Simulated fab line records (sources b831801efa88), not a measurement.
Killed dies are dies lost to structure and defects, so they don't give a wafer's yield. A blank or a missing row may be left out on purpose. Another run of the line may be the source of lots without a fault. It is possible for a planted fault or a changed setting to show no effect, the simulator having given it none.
fab line records	flow sky130
record lots=6	wafers=18	lastDay=49
route steps=708 shown LDD_N@252 LDD_P@255 LDD_HVN@267 LDD_HVP@278 LDD_LDN@289 PAD_OPEN@708
lots with no fault: from the same line, run without faults
startH: the number of hours between the record's first day and the start of the first shown wafer of the lot	waitH: how many hours have passed since the lot's step before this one	" as in the row above	L1.1+2: a single row standing in for several wafers	- no value, or no start given	* or withheld: withheld	< > ~ a bound
route shown NAME@n: names a module that has steps shown in the file, with the first one's number in the route	usual: mean/standard deviation of fault-free wafers	same: alike in all rows	chamber/n: place in a boat	sites: the reading at each site	_std_site: the standard deviation of these	_edge_site: the outer-site mean with the inner-site mean subtracted	radiusMm: how far each site lies from the wafer's centre	mask NAME#n: copy n	behind: tool/chamber where the wafer was last shaped	hold: why the lot was held/for how many hours/how that ended	device: which transistor (n, p or np) failed to switch	end of line: tests run on the same wafers once the route is complete	a step with no rows: only its recipe	killed: the dies lost at the first sort to structure and to defects; this is not the yield of the wafer	map: the dies of a wafer, with x for killed, . for not killed, _ for no die there
set.NAME: the setting that was run; set.NAME@STEP: the one run at that earlier step	model.NAME: the simulator's own value behind a step, which no gauge read
lots at some steps of the route; a table a step, a row a wafer
services: when a tool's chamber went out of use (startH, in hours from the record's first day, below 0 if earlier), for how many hours, and the reason
## steps
# step SKY_LDD_N_IMPLANT_15
# recipe species=BF2	energyKev=50	doseCm2=5e+12	tiltDeg=30	rotationDeg=270
# step SKY_LDD_N_STRIP_16
# recipe chemistry=O2/N2	powerW=1400	pressureMtorr=1500	platenTempC=withheld	o2FlowSccm=3000	n2FlowSccm=300	overashFraction=0.5
# usual drypumpMotorCurrentA=5.9/0.54	oesProductAu=0.406/0.0044	stripTimeToEndpointS=4.315/0.016
lot.wafer	tool	chamber	startH	waitH	drypumpMotorCurrentA	oesProductAu	rfHoursCounterH	stripTimeToEndpointS
L386.2	plasmaAsher-01	0	443.30	0.1	5.2	0.401	32	4.312
L386.3	"	0	"	"	5.2	0.405	-	4.293
L386.4	"	1	"	"	5.6	0.403	-	4.307
L389.1	plasmaAsher-04	0	468.93	0.1	6.3	0.407	77	4.306
L389.3	"	1	"	"	5.2	0.399	-	4.313
L389.5	"	1	"	"	5.2	0.405	-	4.313
L391.2	plasmaAsher-04	1	489.10	0.1	5.2	0.416	79	4.347
L391.3	"	0	"	"	6.3	0.408	-	4.312
L391.6	"	1	"	"	5.2	0.406	-	4.321
L393.1	plasmaAsher-01	0	503.91	0.1	5.2	0.401	38	4.320
L393.4	"	1	"	"	5.7	0.407	-	4.300
L393.6	"	0	"	"	5.2	0.408	-	4.314
L400.2	plasmaAsher-03	1	564.03	0.1	6.5	0.416	74	4.332
L400.4	"	1	"	"	6.4	0.412	-	4.343
L400.5	"	0	"	"	6.3	0.411	-	4.349
L401.1	plasmaAsher-03	1	566.78	0.1	6.5	0.410	74	4.322
L401.2	"	0	"	"	6.3	0.407	74	4.301
L401.6	"	1	"	"	6.5	0.409	-	4.316
# step SKY_LDD_N_TW_MEAS_17
# usual LDD_N_TW=2612/34
lot.wafer	tool	chamber	startH	waitH	LDD_N_TW
L386.2	filmMetro-03	-	443.41	0.1	2552
L386.3	"	-	"	"	2541
L386.4	"	-	"	"	2560
L389.1	filmMetro-04	-	469.03	0.1	2606
L389.3	"	-	"	"	2605
L389.5	"	-	"	"	2603
L391.2	filmMetro-04	-	489.21	0.1	2639
L391.3	"	-	"	"	2636
L391.6	"	-	"	"	2649
L393.1	filmMetro-04	-	504.01	0.1	2648
L393.4	"	-	"	"	2636
L393.6	"	-	"	"	2642
L400.2	filmMetro-04	-	564.14	0.1	2651
L400.4	"	-	"	"	2646
L400.5	"	-	"	"	2663
L401.1	filmMetro-04	-	566.88	0.1	2656
L401.2	"	-	"	"	2654
L401.6	"	-	"	"	2658
# step SKY_LDD_P_DEHYDRATE_00
# recipe tempC=200	timeS=60
# step SKY_LDD_P_HMDS_01
# recipe primeTimeS=60	primeTempC=120
# step SKY_LDD_P_COAT_02
# recipe resist=NOVOLAK	spinRpm=3000	resistThkNm=1140
# step SKY_LDD_P_SOFTBAKE_03
# recipe tempC=90	timeS=60	resist=NOVOLAK
# step SKY_LDD_P_EXPOSE_04
# recipe maskId=PSDM	na=0.6	sourceShape=conventional	sigmaOuter=0.6	polarization=unpolarized	targetCdNm=380	doseMj=138
# step SKY_LDD_P_PEB_05
# recipe tempC=withheld	timeS=*	resist=NOVOLAK
# step SKY_LDD_P_DEVELOP_06
# recipe resist=NOVOLAK	developer=TMAH	developTimeS=60	devTempC=23
# step SKY_LDD_P_CD_MEAS_07
# recipe targetCdNm=380
# usual cdNm=379.2/2.8
lot.wafer	tool	chamber	startH	waitH	cdNm
L386.2	cdSem-02	-	474.84	0.1	381.1
L386.3	"	-	"	"	380.5
L386.4	"	-	"	"	382.0
L389.1	cdSem-01	-	499.74	0.1	374.9
L389.3	"	-	"	"	376.2
L389.5	"	-	"	"	376.3
L391.2	cdSem-01	-	520.23	0.1	380.0
L391.3	"	-	"	"	379.1
L391.6	"	-	"	"	379.8
L393.1	cdSem-01	-	534.24	0.1	381.3
L393.4	"	-	"	"	381.9
L393.6	"	-	"	"	381.0
L400.2	cdSem-01	-	593.83	0.1	381.1
L400.4	"	-	"	"	382.8
L400.5	"	-	"	"	384.1
L401.1	cdSem-01	-	596.87	0.1	383.9
L401.2	"	-	"	"	380.5
L401.6	"	-	"	"	383.2
# step SKY_LDD_P_OVL_MEAS_08
# usual LDD_P_OVL=0.4/1.6
lot.wafer	tool	chamber	startH	waitH	LDD_P_OVL[nm]
L386.2	overlay-01	-	474.95	0.1	-0.1
L386.3	"	-	"	"	-1.3
L386.4	"	-	"	"	-0.1
L389.1	overlay-01	-	499.86	0.1	1.6
L389.3	"	-	"	"	1.5
L389.5	"	-	"	"	-0.7
L391.2	overlay-02	-	520.33	0.1	0.4
L391.3	"	-	"	"	1.1
L391.6	"	-	"	"	1.3
L393.1	overlay-01	-	534.36	0.1	0.1
L393.4	"	-	"	"	-0.9
L393.6	"	-	"	"	-2.3
L400.2	overlay-01	-	593.94	0.1	-0.6
L400.4	"	-	"	"	-0.5
L400.5	"	-	"	"	0.2
L401.1	overlay-02	-	596.99	0.1	0.1
L401.2	"	-	"	"	2.1
L401.6	"	-	"	"	0.5
# step SKY_LDD_P_IMPLANT_09
# recipe species=BF2	energyKev=25	doseCm2=1e+13	tiltDeg=withheld
lot.wafer	tool	chamber	startH	waitH
L386.2+3+4	implanter-04	0	475.01	0.0
L389.1+3+5	implanter-02	0	499.90	0.0
L391.2+3+6	implanter-02	0	520.39	0.0
L393.1+4+6	implanter-02	0	534.40	0.0
L400.2+4+5	implanter-03	0	593.99	0.0
L401.1+2+6	implanter-04	0	597.03	0.0
# step SKY_LDD_P_STRIP_10
# recipe chemistry=O2/N2	powerW=1400	pressureMtorr=1500	platenTempC=withheld	o2FlowSccm=3000	n2FlowSccm=300	overashFraction=0.5
# usual drypumpMotorCurrentA=5.7/0.42	oesProductAu=0.715/0.0047	stripTimeToEndpointS=14.18/0.04
lot.wafer	tool	chamber	startH	waitH	drypumpMotorCurrentA	oesProductAu	rfHoursCounterH	stripTimeToEndpointS
L386.2	plasmaAsher-02	1	475.13	0.1	6.1	0.716	4	14.11
L386.3	"	0	"	"	5.7	0.716	-	14.14
L386.4	"	1	"	"	6.1	0.713	-	14.16
L389.1	plasmaAsher-01	0	500.05	0.1	5.2	0.712	38	14.18
L389.3	"	1	"	"	5.7	0.711	-	14.20
L389.5	"	1	"	"	5.7	0.715	-	14.16
L391.2	plasmaAsher-04	1	520.51	0.1	5.2	0.706	82	14.24
L391.3	"	1	"	"	5.2	0.717	-	14.23
L391.6	"	1	"	"	5.2	0.716	-	14.27
L393.1	plasmaAsher-01	0	534.55	0.1	5.2	0.713	41	14.17
L393.4	"	1	"	"	5.7	0.714	-	14.15
L393.6	"	1	"	"	5.7	0.718	-	14.12
L400.2	plasmaAsher-02	0	594.12	0.1	5.7	0.711	16	14.14
L400.4	"	0	"	"	5.7	0.706	-	14.16
L400.5	"	1	"	"	6.1	0.718	-	14.17
L401.1	plasmaAsher-01	1	597.18	0.1	5.7	0.720	47	14.16
L401.2	"	0	"	"	5.2	0.719	47	14.20
L401.6	"	1	"	"	5.7	0.716	-	14.18
# step SKY_LDD_P_TW_MEAS_11
# usual LDD_P_TW=631/5.7
lot.wafer	tool	chamber	startH	waitH	LDD_P_TW
L386.2	filmMetro-02	-	475.24	0.1	638
L386.3	"	-	"	"	643
L386.4	"	-	"	"	639
L389.1	filmMetro-01	-	500.15	0.1	627
L389.3	"	-	"	"	626
L389.5	"	-	"	"	628
L391.2	filmMetro-01	-	520.62	0.1	611
L391.3	"	-	"	"	615
L391.6	"	-	"	"	615
L393.1	filmMetro-02	-	534.65	0.1	624
L393.4	"	-	"	"	624
L393.6	"	-	"	"	627
L400.2	filmMetro-03	-	594.23	0.1	627
L400.4	"	-	"	"	627
L400.5	"	-	"	"	626
L401.1	filmMetro-02	-	597.28	0.1	639
L401.2	"	-	"	"	640
L401.6	"	-	"	"	638
# step SKY_LDD_HVN_DEHYDRATE_00
# recipe tempC=200	timeS=60
# step SKY_LDD_HVN_HMDS_01
# recipe primeTimeS=60	primeTempC=120
# step SKY_LDD_HVN_COAT_02
# recipe resist=NOVOLAK	spinRpm=3000	resistThkNm=300
# step SKY_LDD_HVN_SOFTBAKE_03
# recipe tempC=90	timeS=60	resist=NOVOLAK
# step SKY_LDD_HVN_EXPOSE_04
# recipe maskId=HVNTM	na=0.6	sourceShape=conventional	sigmaOuter=0.6	polarization=unpolarized	targetCdNm=700	doseMj=127
# step SKY_LDD_HVN_PEB_05
# recipe tempC=withheld	timeS=*	resist=NOVOLAK
# step SKY_LDD_HVN_DEVELOP_06
# recipe resist=NOVOLAK	developer=TMAH	developTimeS=60	devTempC=23
# step SKY_LDD_HVN_OVL_MEAS_07
# usual LDD_HVN_OVL=-0.8/1.8
lot.wafer	tool	chamber	startH	waitH	LDD_HVN_OVL[nm]
L386.2	overlay-02	-	505.57	0.1	0.2
L386.3	"	-	"	"	-0.1
L386.4	"	-	"	"	0.2
L389.1	overlay-02	-	530.66	0.1	1.0
L389.3	"	-	"	"	3.2
L389.5	"	-	"	"	1.0
L391.2	overlay-01	-	550.86	0.1	0.7
L391.3	"	-	"	"	-3.7
L391.6	"	-	"	"	-0.5
L393.1	overlay-01	-	564.96	0.1	-0.9
L393.4	"	-	"	"	-0.3
L393.6	"	-	"	"	-0.5
L400.2	overlay-01	-	623.53	0.1	-3.1
L400.4	"	-	"	"	-0.8
L400.5	"	-	"	"	-4.3
L401.1	overlay-01	-	626.62	0.1	-3.5
L401.2	"	-	"	"	-3.0
L401.6	"	-	"	"	-3.7
# step SKY_LDD_HVN_IMPLANT_08
# recipe species=P	energyKev=60	doseCm2=3e+13	tiltDeg=40
# step SKY_LDD_HVN_STRIP_09
# recipe chemistry=O2/N2	powerW=1400	pressureMtorr=1500	platenTempC=withheld	o2FlowSccm=3000	n2FlowSccm=300	overashFraction=0.5
# usual drypumpMotorCurrentA=6.0/0.36	oesProductAu=0.409/0.0048	stripTimeToEndpointS=4.142/0.017
lot.wafer	tool	chamber	startH	waitH	drypumpMotorCurrentA	oesProductAu	rfHoursCounterH	stripTimeToEndpointS
L386.2	plasmaAsher-02	1	505.75	0.1	6.1	0.410	7	4.130
L386.3	"	0	"	"	5.7	0.414	-	4.140
L386.4	"	1	"	"	6.1	0.408	-	4.148
L389.1	plasmaAsher-04	0	530.85	0.1	6.3	0.407	83	4.130
L389.3	"	1	"	"	5.2	0.411	-	4.121
L389.5	"	1	"	"	5.2	0.408	-	4.136
L391.2	plasmaAsher-02	1	551.04	0.1	6.1	0.398	11	4.122
L391.3	"	1	"	"	6.1	0.409	-	4.141
L391.6	"	1	"	"	6.1	0.403	-	4.108
L393.1	plasmaAsher-02	1	565.15	0.1	6.1	0.410	13	4.149
L393.4	"	1	"	"	6.1	0.414	-	4.141
L393.6	"	0	"	"	5.7	0.409	-	4.122
L400.2	plasmaAsher-04	0	623.71	0.1	6.3	0.414	92	4.147
L400.4	"	0	"	"	6.3	0.411	-	4.151
L400.5	"	0	"	"	6.3	0.413	-	4.153
L401.1	plasmaAsher-02	1	626.81	0.1	6.1	0.408	19	4.185
L401.2	"	0	"	"	5.7	0.417	19	4.172
L401.6	"	0	"	"	5.7	0.408	-	4.171
# step SKY_LDD_HVN_TW_MEAS_10
# usual LDD_HVN_TW=1445/23
lot.wafer	tool	chamber	startH	waitH	LDD_HVN_TW
L386.2	filmMetro-04	-	505.86	0.1	1472
L386.3	"	-	"	"	1471
L386.4	"	-	"	"	1470
L389.1	filmMetro-02	-	530.95	0.1	1443
L389.3	"	-	"	"	1437
L389.5	"	-	"	"	1444
L391.2	filmMetro-02	-	551.15	0.1	1440
L391.3	"	-	"	"	1433
L391.6	"	-	"	"	1438
L393.1	filmMetro-04	-	565.25	0.1	1473
L393.4	"	-	"	"	1467
L393.6	"	-	"	"	1473
L400.2	filmMetro-02	-	623.82	0.1	1442
L400.4	"	-	"	"	1446
L400.5	"	-	"	"	1436
L401.1	filmMetro-01	-	626.91	0.1	1401
L401.2	"	-	"	"	1418
L401.6	"	-	"	"	1406
# step SKY_LDD_HVP_DEHYDRATE_00
# recipe tempC=200	timeS=60
# step SKY_LDD_HVP_HMDS_01
# recipe primeTimeS=60	primeTempC=120
# step SKY_LDD_HVP_COAT_02
# recipe resist=NOVOLAK	spinRpm=3000	resistThkNm=300
# step SKY_LDD_HVP_SOFTBAKE_03
# recipe tempC=90	timeS=60	resist=NOVOLAK
# step SKY_LDD_HVP_EXPOSE_04
# recipe maskId=HVPTM	na=0.6	sourceShape=conventional	sigmaOuter=0.6	polarization=unpolarized	targetCdNm=700	doseMj=86
# step SKY_LDD_HVP_PEB_05
# recipe tempC=withheld	timeS=*	resist=NOVOLAK
# step SKY_LDD_HVP_DEVELOP_06
# recipe resist=NOVOLAK	developer=TMAH	developTimeS=60	devTempC=23
# step SKY_LDD_HVP_OVL_MEAS_07
# usual LDD_HVP_OVL=-0.7/1.5
lot.wafer	tool	chamber	startH	waitH	LDD_HVP_OVL[nm]
L386.2	overlay-01	-	536.46	0.1	0.7
L386.3	"	-	"	"	2.3
L386.4	"	-	"	"	-0.9
L389.1	overlay-02	-	561.41	0.1	-1.3
L389.3	"	-	"	"	0.1
L389.5	"	-	"	"	0.8
L391.2	overlay-01	-	581.07	0.1	-0.6
L391.3	"	-	"	"	-0.7
L391.6	"	-	"	"	1.9
L393.1	overlay-02	-	594.86	0.1	-1.2
L393.4	"	-	"	"	-0.6
L393.6	"	-	"	"	0.9
L400.2	overlay-01	-	652.91	0.1	-0.4
L400.4	"	-	"	"	-0.3
L400.5	"	-	"	"	-1.0
L401.1	overlay-01	-	655.84	0.1	-2.7
L401.2	"	-	"	"	-1.4
L401.6	"	-	"	"	-0.2
# step SKY_LDD_HVP_IMPLANT_08
# recipe species=B	energyKev=20	doseCm2=1.7e+13	tiltDeg=17.9
# step SKY_LDD_HVP_STRIP_09
# recipe chemistry=O2/N2	powerW=1400	pressureMtorr=1500	platenTempC=withheld	o2FlowSccm=3000	n2FlowSccm=300	overashFraction=0.5
# usual drypumpMotorCurrentA=5.9/0.47	oesProductAu=0.409/0.0044	stripTimeToEndpointS=4.136/0.016
lot.wafer	tool	chamber	startH	waitH	drypumpMotorCurrentA	oesProductAu	rfHoursCounterH	stripTimeToEndpointS
L386.2	plasmaAsher-02	0	536.64	0.1	5.7	0.413	10	4.114
L386.3	"	0	"	"	5.7	0.406	-	4.115
L386.4	"	1	"	"	6.1	0.414	-	4.113
L389.1	plasmaAsher-01	0	561.60	0.1	5.2	0.414	43	4.138
L389.3	"	1	"	"	5.7	0.410	-	4.137
L389.5	"	0	"	"	5.2	0.408	-	4.112
L391.2	plasmaAsher-01	0	581.25	0.1	5.2	0.410	45	4.145
L391.3	"	1	"	"	5.7	0.414	-	4.130
L391.6	"	0	"	"	5.2	0.408	-	4.134
L393.1	plasmaAsher-01	1	595.05	0.1	5.7	0.406	47	4.124
L393.4	"	1	"	"	5.7	0.407	-	4.129
L393.6	"	0	"	"	5.2	0.410	-	4.153
L400.2	plasmaAsher-01	0	653.09	0.1	5.2	0.403	52	4.130
L400.4	"	1	"	"	5.7	0.402	-	4.133
L400.5	"	1	"	"	5.7	0.411	-	4.117
L401.1	plasmaAsher-01	1	656.03	0.1	5.7	0.412	53	4.137
L401.2	"	0	"	"	5.2	0.403	53	4.129
L401.6	"	0	"	"	5.2	0.406	-	4.141
# step SKY_LDD_HVP_TW_MEAS_10
# usual LDD_HVP_TW=455/7.6
lot.wafer	tool	chamber	startH	waitH	LDD_HVP_TW
L386.2	filmMetro-04	-	536.75	0.1	464
L386.3	"	-	"	"	464
L386.4	"	-	"	"	467
L389.1	filmMetro-04	-	561.70	0.1	468
L389.3	"	-	"	"	469
L389.5	"	-	"	"	466
L391.2	filmMetro-03	-	581.36	0.1	452
L391.3	"	-	"	"	450
L391.6	"	-	"	"	450
L393.1	filmMetro-04	-	595.15	0.1	466
L393.4	"	-	"	"	462
L393.6	"	-	"	"	462
L400.2	filmMetro-01	-	653.20	0.1	448
L400.4	"	-	"	"	447
L400.5	"	-	"	"	446
L401.1	filmMetro-03	-	656.13	0.1	451
L401.2	"	-	"	"	450
L401.6	"	-	"	"	451
# step SKY_LDD_LDN_DEHYDRATE_00
# recipe tempC=200	timeS=60
# step SKY_LDD_LDN_HMDS_01
# recipe primeTimeS=60	primeTempC=120
# step SKY_LDD_LDN_COAT_02
# recipe resist=NOVOLAK	spinRpm=3000	resistThkNm=1140
# step SKY_LDD_LDN_SOFTBAKE_03
# recipe tempC=90	timeS=60	resist=NOVOLAK
# step SKY_LDD_LDN_EXPOSE_04
# recipe maskId=LDNTM	na=0.6	sourceShape=conventional	sigmaOuter=0.6	polarization=unpolarized	targetCdNm=700	doseMj=140
# step SKY_PAD_OPEN_PROBE_99
# usual killed_at_M0_to_M3=43/6.7	killed_at_M4_up=3.2/2.1	killedAtContacts=25/5.9	killedAtFrontEnd=16/4.7	killedAtOther=0.3/0.54	killedDies=87/9.8	killedOpen=47/6.7	killedShort=40/6.5
# same grossDies=492	killedAtBackSide=0
lot.wafer	tool	chamber	startH	waitH	killed_at_M0_to_M3	killed_at_M4_up	killedAtContacts	killedAtFrontEnd	killedAtOther	killedDies	killedOpen	killedShort	model.etest.tipP.rsOhmSqRange	model.etest.pfet_01v8.driveUaUmRange	model.etest.pfet_01v8.vtVRange
L386.2	prober-02	-	1108.60	0.1	37	1	31	13	0	82	47	35	143.9	8.302	0.01557
L386.3	prober-02	-	1108.65	0.2	41	4	35	15	0	95	47	48	284	8.015	0.0129
L386.4	prober-02	-	1108.70	0.2	40	4	31	16	1	92	46	46	118.7	5.766	0.006916
L389.1	prober-01	-	1126.71	0.1	37	2	18	13	0	70	33	36	191.5	6.219	0.008414
L389.3	prober-01	-	1126.81	0.2	40	3	22	20	1	86	39	45	116.7	8.064	0.01122
L389.5	prober-01	-	1126.91	0.2	45	3	22	10	0	80	44	34	124.5	5.604	0.01513
L391.2	prober-01	-	1137.34	0.1	38	3	21	14	0	76	39	37	2645	11.97	0.03453
L391.3	prober-01	-	1137.39	0.2	37	1	26	17	0	81	41	39	2883	14.59	0.0366
L391.6	prober-01	-	1137.54	0.2	36	2	18	15	0	71	35	35	2515	10.94	0.03428
L393.1	prober-01	-	1148.40	0.1	27	5	29	7	0	68	39	29	2630	13.11	0.03468
L393.4	prober-01	-	1148.55	0.2	47	5	19	16	1	88	56	31	2612	8.713	0.03754
L393.6	prober-01	-	1148.65	0.2	46	4	12	18	0	80	47	33	2642	12.99	0.03545
L400.2	prober-02	-	1182.03	0.1	41	5	20	17	0	83	45	37	138.9	7.668	0.009022
L400.4	prober-02	-	1182.13	0.2	43	6	20	11	1	81	42	39	188.9	6.627	0.008218
L400.5	prober-02	-	1182.18	0.2	35	1	20	20	0	76	40	36	179.7	5.895	0.01167
L401.1	prober-01	-	1184.74	0.1	36	7	35	14	0	92	51	41	207.3	9.001	0.009001
L401.2	prober-01	-	1184.79	0.1	44	0	26	16	0	86	51	35	166.4	12.06	0.01154
L401.6	prober-01	-	1184.99	0.2	46	5	34	21	0	106	63	43	112.3	7.516	0.01145
# killed by level:class
L386.2 CONTACT:geometricParticle:open=10 LI_CONTACT:geometricParticle:open=8 VIA1:geometricParticle:open=8 METAL1:geometricParticle:short=7 CONTACT:geometricParticle:short=6 VIA2:geometricParticle:open=5 POLY_GATE:geometricParticle:open=4 LI_CONTACT:geometricParticle:short=4
L386.3 VIA1:geometricParticle:open=11 LI_CONTACT:geometricParticle:open=10 LI_CONTACT:geometricParticle:short=7 LOCAL_INTERCONNECT:geometricParticle:short=7 VIA2:geometricParticle:open=7 FIELD_ISO:geometricParticle:short=5 CONTACT:geometricParticle:short=5 METAL2:geometricParticle:short=5
L386.4 CONTACT:geometricParticle:open=14 METAL1:geometricParticle:short=10 VIA1:geometricParticle:open=7 LOCAL_INTERCONNECT:geometricParticle:short=6 POLY_GATE:geometricParticle:short=5 LI_CONTACT:geometricParticle:open=5 VIA3:geometricParticle:open=5 VIA2:geometricParticle:short=5
L389.1 VIA1:geometricParticle:open=9 CONTACT:geometricParticle:open=6 VIA1:geometricParticle:short=6 VIA2:geometricParticle:open=6 POLY_GATE:geometricParticle:open=4 CONTACT:geometricParticle:short=4 METAL1:geometricParticle:short=4 VIA2:geometricParticle:short=4
L389.3 VIA1:geometricParticle:short=9 POLY_GATE:geometricParticle:short=8 CONTACT:geometricParticle:open=8 POLY_GATE:geometricParticle:open=5 LOCAL_INTERCONNECT:geometricParticle:short=5 VIA1:geometricParticle:open=5 VIA2:geometricParticle:open=4 METAL1:geometricParticle:short=4
L389.5 LI_CONTACT:geometricParticle:open=10 METAL2:geometricParticle:short=9 CONTACT:geometricParticle:open=8 VIA3:geometricParticle:open=8 VIA1:geometricParticle:open=6 METAL3:geometricParticle:short=4 METAL1:geometricParticle:short=3 VIA1:geometricParticle:short=3
L391.2 VIA2:geometricParticle:open=8 CONTACT:geometricParticle:open=7 LI_CONTACT:geometricParticle:open=5 VIA3:geometricParticle:open=5 CONTACT:geometricParticle:short=5 METAL2:geometricParticle:short=5 VIA2:geometricParticle:short=5 METAL1:geometricParticle:short=4
L391.3 CONTACT:geometricParticle:open=11 VIA1:geometricParticle:open=9 CONTACT:geometricParticle:short=7 VIA2:geometricParticle:open=6 METAL1:geometricParticle:short=6 FIELD_ISO:geometricParticle:short=5 POLY_GATE:geometricParticle:short=5 LOCAL_INTERCONNECT:geometricParticle:short=4
L391.6 CONTACT:geometricParticle:open=10 METAL1:geometricParticle:short=7 LOCAL_INTERCONNECT:geometricParticle:short=5 VIA1:geometricParticle:short=5 POLY_GATE:geometricParticle:open=4 VIA1:geometricParticle:open=4 METAL2:geometricParticle:short=4 POLY_GATE:geometricParticle:short=3
L393.1 CONTACT:geometricParticle:open=12 LI_CONTACT:geometricParticle:open=9 VIA1:geometricParticle:open=6 METAL1:geometricParticle:short=5 CONTACT:geometricParticle:short=4 VIA2:geometricParticle:open=4 SPACER:geometricParticle:short=3 LOCAL_INTERCONNECT:geometricParticle:short=3
L393.4 VIA1:geometricParticle:open=18 VIA1:geometricParticle:short=8 CONTACT:geometricParticle:open=7 LI_CONTACT:geometricParticle:open=6 VIA2:geometricParticle:open=6 FIELD_ISO:geometricParticle:open=5 POLY_GATE:geometricParticle:open=4 VIA3:geometricParticle:open=3
L393.6 VIA1:geometricParticle:open=12 VIA2:geometricParticle:open=9 FIELD_ISO:geometricParticle:open=8 VIA1:geometricParticle:short=4 VIA2:geometricParticle:short=4 METAL4:geometricParticle:short=4 LI_CONTACT:geometricParticle:open=3 CONTACT:geometricParticle:open=3
L400.2 VIA3:geometricParticle:open=12 POLY_GATE:geometricParticle:short=7 CONTACT:geometricParticle:open=7 VIA1:geometricParticle:open=7 CONTACT:geometricParticle:short=6 POLY_GATE:geometricParticle:open=5 VIA2:geometricParticle:open=5 VIA2:geometricParticle:short=4
L400.4 VIA2:geometricParticle:open=7 CONTACT:geometricParticle:open=7 METAL1:geometricParticle:short=7 METAL2:geometricParticle:short=6 VIA1:geometricParticle:open=6 CONTACT:geometricParticle:short=5 VIA3:geometricParticle:open=4 LI_CONTACT:geometricParticle:open=4
L400.5 VIA1:geometricParticle:open=7 POLY_GATE:geometricParticle:open=6 CONTACT:geometricParticle:short=6 VIA2:geometricParticle:open=6 FIELD_ISO:geometricParticle:short=5 POLY_GATE:geometricParticle:short=5 CONTACT:geometricParticle:open=5 LI_CONTACT:geometricParticle:open=4
L401.1 CONTACT:geometricParticle:open=10 LI_CONTACT:geometricParticle:open=9 LOCAL_INTERCONNECT:geometricParticle:short=9 VIA1:geometricParticle:open=8 VIA2:geometricParticle:open=7 METAL4:geometricParticle:short=7 FIELD_ISO:geometricParticle:short=5 VIA3:geometricParticle:open=5
L401.2 LI_CONTACT:geometricParticle:open=13 VIA3:geometricParticle:open=9 VIA1:geometricParticle:open=8 VIA2:geometricParticle:open=7 FIELD_ISO:geometricParticle:short=6 VIA1:geometricParticle:short=6 CONTACT:geometricParticle:open=6 FIELD_ISO:geometricParticle:open=5
L401.6 VIA2:geometricParticle:open=13 LI_CONTACT:geometricParticle:open=11 CONTACT:geometricParticle:open=11 POLY_GATE:geometricParticle:short=9 CONTACT:geometricParticle:short=9 VIA3:geometricParticle:open=6 METAL1:geometricParticle:open=5 VIA1:geometricParticle:open=5
## services
tool	chamber	startH	hours	kind
plasmaAsher-02	-	421.25	9.0	pm
plasmaAsher-02	0	421.25	9.0	ventCycle
plasmaAsher-02	1	421.25	9.0	ventCycle
implanter-02	-	429.37	7.4	pm
plasmaAsher-02	0	430.25	-	clean
plasmaAsher-02	1	430.25	-	clean
implanter-03	-	434.64	4.0	repair
plasmaAsher-02	-	435.39	3.8	repair
plasmaAsher-02	-	446.21	2.8	pm
implanter-04	-	457.34	1.3	repair
implanter-03	-	461.66	0.9	repair
plasmaAsher-01	-	462.75	1.9	repair
plasmaAsher-01	-	467.02	1.6	repair
implanter-03	-	476.72	6.4	pm
implanter-04	-	480.19	2.5	repair
plasmaAsher-01	-	509.19	3.7	repair
implanter-02	-	526.08	1.2	repair
plasmaAsher-01	-	545.84	2.5	repair
implanter-04	-	546.59	3.2	repair
implanter-04	-	557.33	29.4	pm
implanter-03	-	569.87	1.8	repair
implanter-03	-	585.11	2.8	repair
implanter-04	-	590.91	1.6	repair
plasmaAsher-01	-	622.72	1.8	repair
## key
firstSign step=SKY_LDD_P_TW_MEAS_11	reading=LDD_P_TW	direction=down	sigmas=2	usual=631	struck=620
effect none on later readings
modelEffect step=SKY_PAD_OPEN_PROBE_99	value=etest.tipP.rsOhmSqRange	without=177.7	struck=2654
metAt SKY_LDD_P_IMPLANT_09
struckWafers L391.2,L391.3,L391.6,L393.1,L393.4,L393.6
testerLeftOut L391,L393
onsetBetween 499.90 520.39
fault kind=processParameterDrift	tool=implanter-02	chamber=-	onsetH=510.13	steps=SKY_LDD_P_IMPLANT_09	channel=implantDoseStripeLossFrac	offset=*	shape=step	endH=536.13
# testerLeftOut: of these lots the tester's yield and bins aren't shown, on N5 and GAA mostly nor the transistor test; their killed dies are dies lost to structure and defects alone, not to doping, threshold or leakage, so they don't give the yield
